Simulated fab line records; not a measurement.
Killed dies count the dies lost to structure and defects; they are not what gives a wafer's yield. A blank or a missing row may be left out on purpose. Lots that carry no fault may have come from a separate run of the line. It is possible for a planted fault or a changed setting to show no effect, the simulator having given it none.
Comparing a struck lot with a sound one | flow sky130 | 44 out of 708 route steps
Sound: these wafers, L752.1, L752.5, L752.6. Struck: wafers L759.1, L759.6 (left out: L759.4, a lot-mate that was not struck); the cause follows at the end.
Each step with rows lists, per side, the tool, then ch with its chambers, then its first start. Under that, the readings that differ: sound wafers | struck wafers | difference of the means | sigmas: that difference in standard deviations of wafers without a fault.
alike: readings with means less than 2 such deviations apart, plus words and numbers identical on both sides. not compared: withheld readings, readings lacking a value on some wafer, bounds such as >300 that could conceal the same value, and numbers that have no deviation in the record and whose values overlap.
The two part at a step that has a row with sigmas, a row that says differs or no value, or rows on one side only. Numbers that have no deviation but don't overlap get no sigmas and don't part them. A reading that every wafer of one side lacks parts them only if that side has two wafers or more.

first, 3 steps without rows for these wafers: SKY_VIA3_CLEAN_18 (cleans in IPA, time 180 s); SKY_VIA3_CLEAN_19 (cleans in O3/DIW); SKY_VIA3_SPUTTER_20 (material TiN, target thk 20 nm, time 80 s).
SKY_VIA3_CVD_21: deposits W, target thk 390 nm, time 117.31 s.
  sound on cvd-w-02 ch 0,1, day 43 16:15; struck on cvd-w-02 ch 1, day 45 05:20
  alike: heater-power-w
SKY_VIA3_RS_MEAS_22: uses a four-point probe to measure.
  struck on film-metro-02, day 45 05:35; sound on film-metro-02, day 43 16:22
  alike: VIA3_W_RS
SKY_VIA3_THK_MEAS_23: measures by xrf.
  struck on film-metro-02, day 45 05:43; sound on film-metro-02, day 43 16:29
  alike: VIA3_W_THK
SKY_VIA3_CMP_24: polishes, stops on SiO2, t overpolish 20 s, target thk 0 nm.
  sound on cmp-01 ch 0,1,2, day 43 16:39; struck on cmp-02 ch 1,3, day 45 05:46
  alike: motor-current-A, overpolish-run-s, time-to-endpoint-s
then, 1 step without rows for these wafers: SKY_METAL4_SPUTTER_00 (material Ti, target thk 15 nm, time 10 s).
SKY_METAL4_SPUTTER_01: material TiN, target thk 20 nm, time 16.7 s.
  struck on pvd-sputter-03, day 45 06:05; sound on pvd-sputter-01, day 43 16:53
  alike: chamber-pressure-pa, throttle-valve-pct
SKY_METAL4_SPUTTER_02: material AlCu, target thk 735 nm, time 39.1 s.
  struck on pvd-sputter-03, day 45 06:07; sound on pvd-sputter-01, day 43 16:54
  alike: chamber-pressure-pa, throttle-valve-pct
then, 2 steps without rows for these wafers: SKY_METAL4_SPUTTER_03 (material Ti, target thk 5 nm, time 3.3 s); SKY_METAL4_SPUTTER_04 (material TiN, target thk 70 nm, time 58.3 s).
SKY_CAP2M_CVD_00: deposits SiO2, target thk 15.5 nm.
  sound on pecvd-04 ch 0,2, day 43 17:01; struck on pecvd-04 ch 0,2, day 45 06:13
  reading                                | sound            | struck     | difference | sigmas
  model.SiO2_of_CAP2M_CVD_00.thk-nm (nm) | 15.62 15.7 15.74 | 7.336 7.22 | -8.409     |
  alike: heater-power-w
SKY_CAP2M_THK_MEAS_01:
  struck on film-metro-02, day 45 06:14; sound on film-metro-04, day 43 17:02
  reading               | sound             | struck    | difference | sigmas
  CAP2M_CVD_00_THK (nm) | 15.61 15.68 15.69 | 7.37 7.26 | -8.35      | -38
then, 1 step without rows for these wafers: SKY_CAP2M_SPUTTER_02 (material TiN, target thk 200 nm, time 166.7 s).
SKY_CAP2M_RS_MEAS_03: uses a four-point probe to measure.
  struck on film-metro-04, day 45 06:25; sound on film-metro-01, day 43 17:13
  reading               | sound          | struck    | difference | sigmas
  CAP2M_TIN_RS (ohm/sq) | 7.02 7.03 7.00 | 6.87 6.79 | -0.19      | -2
SKY_CAP2M_THK_MEAS_04: measures by xrf.
  struck on film-metro-04, day 45 06:32; sound on film-metro-01, day 43 17:20
  alike: CAP2M_TIN_THK
then, 7 steps without rows for these wafers: SKY_CAP2M_DEHYDRATE_05 (time 60 s); SKY_CAP2M_HMDS_06 (prime time 60 s); SKY_CAP2M_COAT_07 (resist thk 1140 nm); SKY_CAP2M_SOFTBAKE_08 (time 60 s); SKY_CAP2M_EXPOSE_09 (exposes mask CAP2M, target cd 1000 nm); SKY_CAP2M_PEB_10; SKY_CAP2M_DEVELOP_11 (develop time 60 s).
SKY_CAP2M_OVL_MEAS_12:
  struck on overlay-01, day 46 04:52; sound on overlay-01, day 44 11:41
  alike: CAP2M_OVL
then, 13 steps without rows for these wafers: SKY_CAP2M_METAL_ETCH_13 (etches TiN in Cl2/BCl3, stops on SiO2, target depth 220 nm, time 62.9 s); SKY_CAP2M_STRIP_14 (strips in O2/N2); SKY_CAP2M_STRIP_15 (strips in post etch residue remover, time 1200 s); SKY_CAP2M_CLEAN_16 (cleans in IPA, time 180 s); SKY_CAP2M_CLEAN_17 (cleans in O3/DIW); SKY_METAL4_DEHYDRATE_05 (time 60 s); SKY_METAL4_HMDS_06 (prime time 60 s); SKY_METAL4_COAT_07 (resist thk 60 nm); SKY_METAL4_COAT_08 (resist thk 1140 nm); SKY_METAL4_SOFTBAKE_09 (time 90 s); SKY_METAL4_EXPOSE_10 (exposes mask MM4, target cd 300 nm); SKY_METAL4_PEB_11; SKY_METAL4_DEVELOP_12 (develop time 60 s).
SKY_METAL4_CD_MEAS_13 targets a cd of 300 nm.
  struck on cd-sem-01, day 47 02:26; sound on cd-sem-01, day 45 12:08
  alike: cd-nm
SKY_METAL4_OVL_MEAS_14:
  struck on overlay-01, day 47 02:34; sound on overlay-02, day 45 12:16
  alike: METAL4_OVL
then, 1 step without rows for these wafers: SKY_METAL4_DESCUM_15 (chemistry O2, time 8 s).
SKY_METAL4_ETCH_16: etches BARC in N2/H2, stops on SiO2, time 88.2 s, target depth 60 nm.
  sound on rie-metal-03 ch 0,1, day 45 12:19; struck on rie-metal-02 ch 0, day 47 02:37
  alike: drypump-motor-current-A, oes-product-au, throttle-valve-pct
  not compared: rf-hours-counter-h
SKY_METAL4_ETCH_17: etches SiO2 in C4F8/O2/Ar, stops on TiN, time 3.9 s, target depth 15 nm.
  sound on rie-diel-02 ch 2,3, day 45 12:25; struck on rie-diel-04 ch 2,3, day 47 02:43
  reading                  | sound             | struck      | difference | sigmas
  oes-product-au (a.u.)    | 0.767 0.754 0.760 | 0.551 0.552 | -0.209     | -29
  model.etch.depth-nm (nm) | 15.62 15.7 15.74  | 7.336 7.22  | -8.409     |
  not compared: rf-hours-counter-h
-- the record jumps here: 3 days lie between the struck wafers' starts before and after (it left off in module METAL4 and takes up again in module PAD_OPEN, whose first step shown is number 708 of the route) --
SKY_PAD_OPEN_PROBE_99:
  struck on prober-01, day 50 12:21; sound on prober-01, day 49 08:47
  reading                               | sound                | struck              | difference | sigmas
  model.etest.tester.sort-n-pass        | 385 399 403          | 0 0                 | -396       |
  model.etest.tester.sort-yield-pct (%) | 78.25 81.1 81.91     | 0 0                 | -80        |
  model.etest.tester.sort_bin_5_pct (%) | 12.2 11.79 7.927     | 91.23 90.73         | +80.34     |
  model.etest.cap-mim2.bv-v (V)         | 14.24 13.72 14.11    | 6.688 6.747         | -7.306     |
  model.etest.tester.sort_bin_4_pct (%) | 0 0 0                | 2.267 1.55          | +1.909     |
  model.etest.cap-mim2.leak-log10-a-cm2 | -8.955 -9.068 -8.865 | -4.663 -4.473       | +4.395     |
  model.etest.cap-mim2.c-ff-um2         | 2.307 2.307 2.315    | 4.941 5.031         | +2.676     |
  model.etest.tester.sort_bin_8_pct (%) | 0 0 0                | 8.439e-61 4.473e-64 | +4.222e-61 |
  alike: defect-limited-yield, killed_at_M0_to_M3, killed_at_M4_up, killed-at-contacts, killed-at-front-end, killed-at-other, killed-dies, killed-open, killed-short

WHERE THEY PART
Last at SKY_METAL4_ETCH_17 as far as this record goes, first at SKY_CAP2M_THK_MEAS_01. Later steps at which nothing parts them and some readings are alike: SKY_PAD_OPEN_PROBE_99.

WHY: whatever the simulator had introduced
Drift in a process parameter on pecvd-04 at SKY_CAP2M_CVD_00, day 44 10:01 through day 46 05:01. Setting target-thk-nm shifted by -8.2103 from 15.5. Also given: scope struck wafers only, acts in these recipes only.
